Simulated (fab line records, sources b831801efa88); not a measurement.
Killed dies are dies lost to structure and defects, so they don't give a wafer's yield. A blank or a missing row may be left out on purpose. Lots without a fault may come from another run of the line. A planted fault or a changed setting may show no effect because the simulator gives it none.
A struck lot beside a sound one | flow sky130 | 17 steps out of a route of 708
Sound: wafers L650.2, L650.4, L650.5. Struck: wafers L659.2, L659.5, L659.6. The cause comes at the end.
At each step with rows: each side's tool, then ch and its chambers, then its first start. Under that, the readings that differ: sound wafers | struck wafers | difference of the means | sigmas: that difference in standard deviations of wafers without a fault.
alike: readings whose means differ by less than 2 such deviations, and words and numbers that are the same on both sides. not compared: withheld readings, readings that some wafer has no value for, bounds like >300 that may hide the same value, and numbers for which the record gives no deviation and whose values overlap.
The two part at a step that has a row with sigmas, a row that says differs or no value, or rows on one side only. Numbers that don't overlap but have no deviation are shown without sigmas and don't part them. A reading that every wafer of one side lacks parts them only if that side has two wafers or more.

SKY_LDD_P_OVL_MEAS_08:
  sound on overlay-02, day 20 00:29; struck on overlay-02, day 23 19:29
  alike: LDD_P_OVL
then, 1 step without rows for these wafers: SKY_LDD_P_IMPLANT_09.
SKY_LDD_P_STRIP_10: strips in O2/N2.
  sound on plasma_asher-04 ch 0,1, day 20 00:44; struck on plasma_asher-01 ch 0,1, day 23 19:40
  alike: drypump_motor_current_A, oes_product_au, strip_time_to_endpoint_s
  not compared: rf_hours_counter_h
SKY_LDD_P_TW_MEAS_11:
  sound on film_metro-04, day 20 00:50; struck on film_metro-02, day 23 19:47
  alike: LDD_P_TW
then, 7 steps without rows for these wafers: SKY_LDD_HVN_DEHYDRATE_00 (time 60 s); SKY_LDD_HVN_HMDS_01 (prime time 60 s); SKY_LDD_HVN_COAT_02 (resist thk 300 nm); SKY_LDD_HVN_SOFTBAKE_03 (time 60 s); SKY_LDD_HVN_EXPOSE_04 (exposes mask HVNTM, target cd 700 nm); SKY_LDD_HVN_PEB_05; SKY_LDD_HVN_DEVELOP_06 (develop time 60 s).
SKY_LDD_HVN_OVL_MEAS_07:
  sound on overlay-02, day 21 07:04; struck on overlay-01, day 25 01:31
  alike: LDD_HVN_OVL
SKY_LDD_HVN_IMPLANT_08:
  sound on implanter-03 ch 0, day 21 07:07; struck on implanter-02 ch 0, day 25 01:53
  reading       | sound                     | struck                        | difference | sigmas
  dose_ions_cm2 | 2.997e+13 2.993e+13 3e+13 | 3.005e+13 3.002e+13 3.003e+13 | +6.667e+10 | +2
  alike: end_station_pressure_torr
SKY_LDD_HVN_STRIP_09: strips in O2/N2.
  sound on plasma_asher-01 ch 0,1, day 21 07:14; struck on plasma_asher-03 ch 0,1, day 25 02:01
  alike: drypump_motor_current_A, oes_product_au, strip_time_to_endpoint_s
  not compared: rf_hours_counter_h
SKY_LDD_HVN_TW_MEAS_10:
  sound on film_metro-03, day 21 07:21; struck on film_metro-01, day 25 02:07
  reading    | sound          | struck         | difference | sigmas
  LDD_HVN_TW | 1469 1462 1459 | 1808 1808 1806 | +344       | +31
then, 1 step without rows for these wafers: SKY_LDD_HVP_DEHYDRATE_00 (time 60 s).
-- the record jumps here: 23 days lie between the struck wafers' starts before and after (it left off in module LDD_HVP and takes up again in module PAD_OPEN, whose first step shown is number 708 of the route) --
SKY_PAD_OPEN_PROBE_99:
  sound on prober-02, day 46 06:48; struck on prober-02, day 48 12:53
  reading                                  | sound               | struck               | difference | sigmas
  model.etest.tip_n_5v.rs_ohm_sq           | 1364 1357 1358      | 831.7 833.9 835.9    | -525.8     |
  model.etest.nfet_g5v0d10v5.r_on_ohm_um   | 1876 1871 1856      | 1678 1702 1692       | -177       |
  model.etest.nfet_g5v0d10v5.drive_ua_um   | 613 607.7 617.5     | 668.5 661.3 661.4    | +51.0      |
  model.etest.nfet_05v0_nvt.drive_ua_um    | 580.4 580 589.7     | 606.8 602.2 601.5    | +20.1      |
  model.etest.res_ndiff_hv.rs_ohm_sq       | 113.7 113.2 113.3   | 109.4 109.5 110      | -3.8       |
  model.etest.ring_5v.delay_ps             | 44.64 44.68 44.45   | 43.48 43.52 43.19    | -1.19      |
  model.etest.nfet_05v0_nvt.off_log10_a_um | -10.87 -10.99 -10.9 | -10.64 -10.66 -10.62 | +0.28      |
  model.etest.nfet_g5v0d10v5.vt_sat_v (V)  | 0.7505 0.763 0.7497 | 0.6679 0.6742 0.6638 | -0.0858    |
  alike: killed_at_M0_to_M3, killed_at_M4_up, killed_at_contacts, killed_at_front_end, killed_at_other, killed_dies, killed_open, killed_short

WHERE THEY PART
First at SKY_LDD_HVN_IMPLANT_08; last, within this record, at SKY_LDD_HVN_TW_MEAS_10. Later steps at which nothing parts them and some readings are alike: SKY_PAD_OPEN_PROBE_99.

WHY: what the simulator had put in
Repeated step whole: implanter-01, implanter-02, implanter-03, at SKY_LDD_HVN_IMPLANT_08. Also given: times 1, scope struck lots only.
